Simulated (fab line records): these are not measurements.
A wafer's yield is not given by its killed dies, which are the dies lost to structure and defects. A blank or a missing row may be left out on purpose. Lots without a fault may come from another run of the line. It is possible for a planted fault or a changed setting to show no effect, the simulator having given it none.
fab line records	flow sky130
record lots=7	wafers=21	last-day=48
route steps=708 shown VT_ADJUST_PCH@146 SONOS_TUNNEL@154 PAD_OPEN@708
lots untouched by any fault: they come from a run of this same line in which no faults occurred
start-h: the number of hours between the record's first day and the start of the first shown wafer of the lot	wait-h: time in hours since the lot's previous step	" unchanged from the row above	L1.1+2: several wafers, shown together as one row	- no value, or no start was given	* or withheld: withheld	< > ~ a bound
route shown NAME@n: names a module that has steps shown in the file, with the first one's number in the route	usual: mean and standard deviation over wafers with no fault	same: alike in all rows	chamber/n: place in a boat	sites: each site's reading	_std_site: how widely they spread, as a standard deviation	_edge_site: inner sites' mean taken away from outer sites' mean	radius-mm: for every site, how far away it sits from the centre of the wafer	mask NAME#n: copy n	behind: the last tool/chamber to shape the wafer	hold: the reason the lot was held/the length of the hold in hours/how it ended	device: whichever transistor did not switch (one of n, p or np)	end of line: the same wafers' tests at the end of the route	a step without rows: its recipe alone	killed: the dies lost at the first sort to structure and to defects; this is not the yield of the wafer	map: a wafer's dies, marking killed ones x, the rest . and places with no die _
set.NAME: the setting as run; set.NAME@STEP: as run at that earlier step	model.NAME: the simulator's own value behind a step, which no gauge read
lots seen at some steps along the route; tables by step, rows by wafer
services: a tool's chamber out of use, with start hour (start-h, from the record's first day; less than 0 if before it), hours out, and reason
## steps
# step SKY_VT_ADJUST_PCH_SOFTBAKE_03
# recipe temp-c=110	time-s=withheld
# step SKY_VT_ADJUST_PCH_EXPOSE_04
# recipe mask-id=NWM	na=0.6	source-shape=conventional	sigma-outer=0.6	polarization=unpolarized	target-cd-nm=840	dose-mj=255
# step SKY_VT_ADJUST_PCH_PEB_05
# recipe temp-c=115	time-s=withheld
# step SKY_VT_ADJUST_PCH_DEVELOP_06
# recipe wall-angle-deg=90	developer=TMAH	develop-time-s=60	dev-temp-c=23
# step SKY_VT_ADJUST_PCH_OVL_MEAS_07
# usual VT_ADJUST_PCH_OVL=-0.8/1.3
lot.wafer	tool	chamber	start-h	wait-h	VT_ADJUST_PCH_OVL[nm]
L923.1	overlay-02	-	257.68	-	-0.9
L923.4	"	-	"	"	-1.2
L923.6	"	-	"	"	-0.5
L926.2	overlay-02	-	277.36	-	-2.7
L926.3	"	-	"	"	-2.0
L926.5	"	-	"	"	-3.2
L932.1	overlay-02	-	320.03	-	0.8
L932.2	"	-	"	"	-3.8
L932.3	"	-	"	"	-3.7
L933.3	overlay-02	-	321.46	-	-0.5
L933.5	"	-	"	"	0.9
L933.6	"	-	"	"	-1.5
L934.2	overlay-02	-	324.43	-	-0.5
L934.3	"	-	"	"	-0.7
L934.4	"	-	"	"	-0.8
L935.2	overlay-01	-	332.55	-	-0.1
L935.3	"	-	"	"	-0.4
L935.6	"	-	"	"	1.8
L940.2	overlay-02	-	379.08	-	0.8
L940.3	"	-	"	"	-2.0
L940.6	"	-	"	"	0.5
# step SKY_VT_ADJUST_PCH_IMPLANT_08
# recipe species=B	energy-kev=10	dose-cm2=5e+11	tilt-deg=withheld
# step SKY_VT_ADJUST_PCH_STRIP_09
# recipe chemistry=O2/N2	power-w=1400	pressure-mtorr=1500	platen-temp-c=withheld	o2-flow-sccm=3000	n2-flow-sccm=300	overash-fraction=0.5
# usual drypump-motor-current-A=5.7/0.43	n2-flow-sccm=300.0/0.86	oes-product-au=0.723/0.0043	strip-time-to-endpoint-s=36.90/0.097
lot.wafer	tool	chamber	start-h	wait-h	drypump-motor-current-A	n2-flow-sccm	oes-product-au	rf-hours-counter-h	strip-time-to-endpoint-s
L923.1	plasma-asher-04	1	257.86	0.1	6.5	300.3	0.730	14	36.92
L923.4	"	1	"	"	6.5	300.9	0.722	-	37.10
L923.6	"	0	"	"	6.0	298.9	0.720	-	37.06
L926.2	plasma-asher-01	0	277.54	0.1	6.0	298.6	0.718	46	36.95
L926.3	"	0	"	"	6.0	299.8	0.724	-	36.91
L926.5	"	1	"	"	5.3	301.3	0.721	-	36.96
L932.1	plasma-asher-04	0	320.21	0.1	6.1	300.8	0.720	21	36.85
L932.2	"	1	"	"	6.5	300.9	0.726	21	36.84
L932.3	"	1	"	"	6.5	299.7	0.730	-	36.86
L933.3	plasma-asher-02	1	321.93	0.4	5.3	300.1	0.724	-	36.86
L933.5	"	0	"	"	5.6	300.3	0.719	-	36.87
L933.6	"	1	"	"	5.3	299.2	0.720	-	36.92
L934.2	plasma-asher-02	1	324.61	0.1	5.3	298.9	0.725	69	36.85
L934.3	"	1	"	"	5.3	299.9	0.731	-	36.86
L934.4	"	0	"	"	5.6	301.1	0.729	-	36.92
L935.2	plasma-asher-02	1	332.73	0.1	5.2	300.0	0.727	70	36.85
L935.3	"	0	"	"	5.6	299.8	0.718	-	36.81
L935.6	"	1	"	"	5.2	300.1	0.720	-	36.86
L940.2	plasma-asher-01	0	379.26	0.1	6.0	301.4	0.724	52	36.88
L940.3	"	1	"	"	5.3	298.3	0.716	-	36.95
L940.6	"	0	"	"	6.0	300.5	0.722	-	36.88
# step SKY_VT_ADJUST_PCH_TW_MEAS_10
# usual VT_ADJUST_PCH_TW=142.0/1.8
lot.wafer	tool	chamber	start-h	wait-h	VT_ADJUST_PCH_TW
L923.1	film-metro-03	-	257.96	0.1	141.2
L923.4	"	-	"	"	140.5
L923.6	"	-	"	"	141.5
L926.2	film-metro-01	-	277.65	0.1	139.5
L926.3	"	-	"	"	139.7
L926.5	"	-	"	"	140.1
L932.1	film-metro-02	-	320.31	0.1	143.1
L932.2	"	-	"	"	142.9
L932.3	"	-	"	"	143.3
L933.3	film-metro-02	-	322.02	0.1	142.9
L933.5	"	-	"	"	144.2
L933.6	"	-	"	"	143.0
L934.2	film-metro-01	-	324.72	0.1	141.2
L934.3	"	-	"	"	140.6
L934.4	"	-	"	"	141.0
L935.2	film-metro-02	-	332.84	0.1	143.9
L935.3	"	-	"	"	142.7
L935.6	"	-	"	"	142.8
L940.2	film-metro-02	-	379.37	0.1	144.4
L940.3	"	-	"	"	144.1
L940.6	"	-	"	"	144.4
# step SKY_SONOS_TUNNEL_DEHYDRATE_00
# recipe temp-c=200	time-s=60
# step SKY_SONOS_TUNNEL_HMDS_01
# recipe prime-time-s=60	prime-temp-c=120
# step SKY_SONOS_TUNNEL_COAT_02
# recipe resist=NOVOLAK	spin-rpm=3000	resist-thk-nm=1140
# step SKY_SONOS_TUNNEL_SOFTBAKE_03
# recipe temp-c=90	time-s=60	resist=NOVOLAK
# step SKY_SONOS_TUNNEL_EXPOSE_04
# recipe mask-id=TUNM	na=0.6	source-shape=conventional	sigma-outer=0.6	polarization=unpolarized	target-cd-nm=410	dose-mj=136
# same sigma-outer=0.6
lot.wafer	tool	chamber	start-h	wait-h	mask	model.SONOS_TUNNEL.overlay-x-nm
L923.1+4+6	iline-stepper-01	0	269.52	-	TUNM#0	0.1549
L926.2+3+5	iline-stepper-02	0	289.67	-	TUNM#0	-0.2625
L932.1+2+3	iline-stepper-02	0	333.15	-	TUNM#0	1.268
L933.3+5+6	iline-stepper-02	0	334.59	-	TUNM#0	0.1387
L934.2+3+4	iline-stepper-02	0	337.95	-	TUNM#0	223.5
L935.2+3+6	iline-stepper-02	0	345.67	-	TUNM#0	224.7
L940.2+3+6	iline-stepper-02	0	394.02	-	TUNM#0	223.7
# step SKY_SONOS_TUNNEL_PEB_05
# recipe temp-c=withheld	time-s=*	resist=NOVOLAK
# step SKY_SONOS_TUNNEL_DEVELOP_06
# recipe resist=NOVOLAK	developer=TMAH	develop-time-s=60	dev-temp-c=23
# step SKY_SONOS_TUNNEL_CD_MEAS_07
# recipe target-cd-nm=410
# usual cd-nm=409.5/2.1
lot.wafer	tool	chamber	start-h	wait-h	cd-nm
L923.1	cd-sem-02	-	281.65	0.1	407.2
L923.4	"	-	"	"	409.6
L923.6	"	-	"	"	409.8
L926.2	cd-sem-01	-	301.02	0.1	407.0
L926.3	"	-	"	"	405.7
L926.5	"	-	"	"	409.9
L932.1	cd-sem-02	-	345.80	0.1	411.9
L932.2	"	-	"	"	411.8
L932.3	"	-	"	"	410.2
L933.3	cd-sem-02	-	347.19	0.1	404.2
L933.5	"	-	"	"	404.9
L933.6	"	-	"	"	405.5
L934.2	cd-sem-01	-	351.42	0.1	411.9
L934.3	"	-	"	"	411.1
L934.4	"	-	"	"	409.2
L935.2	cd-sem-01	-	359.92	0.1	410.8
L935.3	"	-	"	"	410.7
L935.6	"	-	"	"	409.9
L940.2	cd-sem-01	-	408.25	0.1	410.6
L940.3	"	-	"	"	410.0
L940.6	"	-	"	"	410.0
# step SKY_SONOS_TUNNEL_OVL_MEAS_08
# usual SONOS_TUNNEL_OVL=0.0/1.3
lot.wafer	tool	chamber	start-h	wait-h	hold	SONOS_TUNNEL_OVL[nm]
L923.1	overlay-01	-	281.77	0.1	-	1.6
L923.4	"	-	"	"	-	-0.5
L923.6	"	-	"	"	-	0.3
L926.2	overlay-02	-	301.13	0.1	-	-0.2
L926.3	"	-	"	"	-	-0.6
L926.5	"	-	"	"	-	-0.6
L932.1	overlay-02	-	345.92	0.1	-	0.9
L932.2	"	-	"	"	-	-0.1
L932.3	"	-	"	"	-	0.1
L933.3	overlay-01	-	347.28	0.1	-	1.7
L933.5	"	-	"	"	-	0.5
L933.6	"	-	"	"	-	0.7
L934.2	overlay-01	-	351.52	0.1	await-dispo/0.2h/release	221.8
L934.3	"	-	"	"	await-dispo/0.2h/release	222.3
L934.4	"	-	"	"	await-dispo/0.2h/release	222.7
L934.2	overlay-01	-	351.73	0.2	-	220.7
L934.3	"	-	"	"	-	221.7
L934.4	"	-	"	"	-	221.8
L935.2	overlay-02	-	360.03	0.1	await-dispo/0.2h/release	223.8
L935.3	"	-	"	"	await-dispo/0.2h/release	223.3
L935.6	"	-	"	"	await-dispo/0.2h/release	223.9
L935.2	overlay-02	-	360.24	0.2	-	224.1
L935.3	"	-	"	"	-	223.1
L935.6	"	-	"	"	-	223.7
L940.2	overlay-02	-	408.36	0.1	await-dispo/0.2h/release	224.2
L940.3	"	-	"	"	await-dispo/0.2h/release	223.1
L940.6	"	-	"	"	await-dispo/0.2h/release	223.2
L940.2	overlay-02	-	408.56	0.2	-	223.8
L940.3	"	-	"	"	-	222.5
L940.6	"	-	"	"	-	223.0
# step SKY_PAD_OPEN_PROBE_99
# usual defect-limited-yield=82.4/1.9	killed_at_M0_to_M3=43/6.5	killed_at_M4_up=3.3/2	killed-at-contacts=24/5.2	killed-at-front-end=16/4.2	killed-at-other=0.3/0.6	killed-dies=87/9.3	killed-open=47/7.8	killed-short=39/6.2	sort_bin_3_pad_short=0.9/0.42	sort_bin_5_function=10.5/1.4	sort_bin_6_memory=6.3/0.97	sort-n-pass=405/9.3	sort-yield-pct=82.4/1.9
# same gross-dies=492	killed-at-back-side=0	sort_bin_4_leakage[%]=0	sort_bin_8_speed[%]=0
lot.wafer	tool	chamber	start-h	wait-h	defect-limited-yield[%]	killed_at_M0_to_M3	killed_at_M4_up	killed-at-contacts	killed-at-front-end	killed-at-other	killed-dies	killed-open	killed-short	sort_bin_3_pad_short[%]	sort_bin_5_function[%]	sort_bin_6_memory[%]	sort-n-pass	sort-yield-pct[%]
L923.1	prober-01	-	1107.09	0.1	81.3	50	5	22	15	0	92	55	37	0.6	10.0	8.1	400	81.3
L923.4	prober-01	-	1107.24	0.2	78.9	41	9	32	22	0	104	57	47	1.0	13.4	6.7	388	78.9
L923.6	prober-01	-	1107.34	0.2	83.1	47	1	16	19	0	83	40	43	0.8	8.9	7.1	409	83.1
L926.2	prober-02	-	1111.60	0.1	84.1	32	4	29	13	0	78	49	29	0.4	10.2	5.3	414	84.1
L926.3	prober-02	-	1111.65	0.2	81.3	37	2	34	19	0	92	47	45	1.0	11.2	6.5	400	81.3
L926.5	prober-02	-	1111.75	0.2	81.7	38	6	31	14	1	90	53	37	1.6	10.2	6.5	402	81.7
L933.3	prober-01	-	1144.50	0.2	82.9	37	2	26	19	0	84	41	43	1.0	11.0	5.1	408	82.9
L933.5	prober-01	-	1144.60	0.2	84.6	36	4	21	12	3	76	42	34	0.6	9.8	5.1	416	84.6
L933.6	prober-01	-	1144.65	0.2	83.1	34	5	25	19	0	83	46	37	0.8	9.1	6.9	409	83.1
L932.1	prober-02	-	1147.13	0.1	79.7	41	2	32	24	1	100	67	31	0.2	11.4	8.7	392	79.7
L932.2	prober-02	-	1147.18	0.1	81.9	43	7	27	12	0	89	40	47	0.4	10.2	7.5	403	81.9
L932.3	prober-02	-	1147.23	0.2	84.8	37	1	23	13	1	75	45	30	1.0	8.9	5.3	417	84.8
# killed by level:class
L923.1 VIA1:geometric-particle:open=11 VIA3:geometric-particle:open=9 LI_CONTACT:geometric-particle:open=9 CONTACT:geometric-particle:open=9 METAL1:geometric-particle:short=7 VIA1:geometric-particle:short=7 POLY_GATE:geometric-particle:open=5 METAL2:geometric-particle:short=5
L923.4 VIA1:geometric-particle:open=12 CONTACT:geometric-particle:open=11 LI_CONTACT:geometric-particle:open=9 POLY_GATE:geometric-particle:short=6 LI_CONTACT:geometric-particle:short=6 VIA2:geometric-particle:open=6 METAL1:geometric-particle:short=6 METAL4:geometric-particle:short=6
L923.6 VIA1:geometric-particle:short=10 VIA3:geometric-particle:open=8 FIELD_ISO:geometric-particle:short=7 CONTACT:geometric-particle:open=6 METAL1:geometric-particle:short=6 VIA1:geometric-particle:open=6 SPACER:geometric-particle:short=5 VIA2:geometric-particle:open=5
L926.2 CONTACT:geometric-particle:open=16 VIA1:geometric-particle:open=12 LI_CONTACT:geometric-particle:open=7 FIELD_ISO:geometric-particle:open=6 METAL2:geometric-particle:short=6 METAL4:geometric-particle:short=4 VIA2:geometric-particle:open=4 LOCAL_INTERCONNECT:geometric-particle:short=3
L926.3 VIA2:geometric-particle:open=11 CONTACT:geometric-particle:short=10 CONTACT:geometric-particle:open=9 METAL1:geometric-particle:short=8 FIELD_ISO:geometric-particle:short=7 LI_CONTACT:geometric-particle:open=7 FIELD_ISO:geometric-particle:open=4 POLY_GATE:geometric-particle:open=4
L926.5 CONTACT:geometric-particle:open=12 CONTACT:geometric-particle:short=10 VIA2:geometric-particle:open=8 VIA1:geometric-particle:open=7 LI_CONTACT:geometric-particle:open=6 FIELD_ISO:geometric-particle:short=5 METAL3:geometric-particle:short=5 FIELD_ISO:geometric-particle:open=4
L933.3 VIA1:geometric-particle:open=10 POLY_GATE:geometric-particle:short=9 LI_CONTACT:geometric-particle:open=7 CONTACT:geometric-particle:open=7 CONTACT:geometric-particle:short=5 METAL2:geometric-particle:short=4 FIELD_ISO:geometric-particle:short=4 FIELD_ISO:geometric-particle:open=4
L933.5 VIA2:geometric-particle:open=7 CONTACT:geometric-particle:open=6 LI_CONTACT:geometric-particle:open=6 VIA1:geometric-particle:short=6 POLY_GATE:geometric-particle:open=5 VIA1:geometric-particle:open=5 VIA3:geometric-particle:open=5 LOCAL_INTERCONNECT:geometric-particle:short=4
L933.6 CONTACT:geometric-particle:open=11 VIA1:geometric-particle:open=10 VIA2:geometric-particle:open=8 LOCAL_INTERCONNECT:geometric-particle:short=7 POLY_GATE:geometric-particle:open=6 VIA1:geometric-particle:short=6 FIELD_ISO:geometric-particle:short=5 POLY_GATE:geometric-particle:short=5
L932.1 CONTACT:geometric-particle:open=19 VIA1:geometric-particle:open=16 METAL1:geometric-particle:short=8 LI_CONTACT:geometric-particle:open=7 FIELD_ISO:geometric-particle:open=6 POLY_GATE:geometric-particle:open=5 FIELD_ISO:geometric-particle:short=4 METAL2:geometric-particle:short=4
L932.2 CONTACT:geometric-particle:open=10 METAL1:geometric-particle:short=8 LI_CONTACT:geometric-particle:open=7 VIA1:geometric-particle:open=7 VIA1:geometric-particle:short=7 LI_CONTACT:geometric-particle:short=6 METAL4:geometric-particle:short=6 FIELD_ISO:geometric-particle:short=4
L932.3 CONTACT:geometric-particle:open=12 VIA1:geometric-particle:open=10 VIA2:geometric-particle:open=8 CONTACT:geometric-particle:short=6 METAL2:geometric-particle:short=6 FIELD_ISO:geometric-particle:open=5 LI_CONTACT:geometric-particle:open=3 METAL1:geometric-particle:short=3
## services
tool	chamber	start-h	hours	kind
iline-stepper-02	-	255.25	4.4	pm
plasma-asher-01	-	292.93	46.3	repair
iline-stepper-02	-	307.92	9.1	repair
plasma-asher-02	-	318.86	2.8	repair
plasma-asher-04	-	320.73	2.9	repair
plasma-asher-04	-	350.92	3.7	repair
iline-stepper-01	-	354.36	-	calibration
iline-stepper-02	0	367.22	-	calibration
iline-stepper-01	-	378.43	2.1	pm
iline-stepper-01	-	380.52	-	consumable-replace:lamp
## key
first-sign step=SKY_SONOS_TUNNEL_OVL_MEAS_08	reading=visit	direction=added
effect step=SKY_SONOS_TUNNEL_OVL_MEAS_08	reading=SONOS_TUNNEL_OVL	direction=up	sigmas=99+	usual=0.0	struck=223.1
model-effect step=SKY_SONOS_TUNNEL_EXPOSE_04	value=SONOS_TUNNEL.overlay-x-nm	without=-0.1341	struck=224
met-at SKY_SONOS_TUNNEL_EXPOSE_04
struck-wafers L934.2,L934.3,L934.4,L935.2,L935.3,L935.6,L940.2,L940.3,L940.6
scrapped-behind SKY_SONOS_TUNNEL_OVL_MEAS_08 L934.2,L934.3,L934.4,L935.2,L935.3,L935.6,L940.2,L940.3,L940.6
onset-between 334.59 337.95
also-fits time
fault kind=scanner-matching-overlay	tool=iline-stepper-02	chamber=-	onset-h=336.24	steps=SKY_SONOS_TUNNEL_EXPOSE_04	offset=224.12
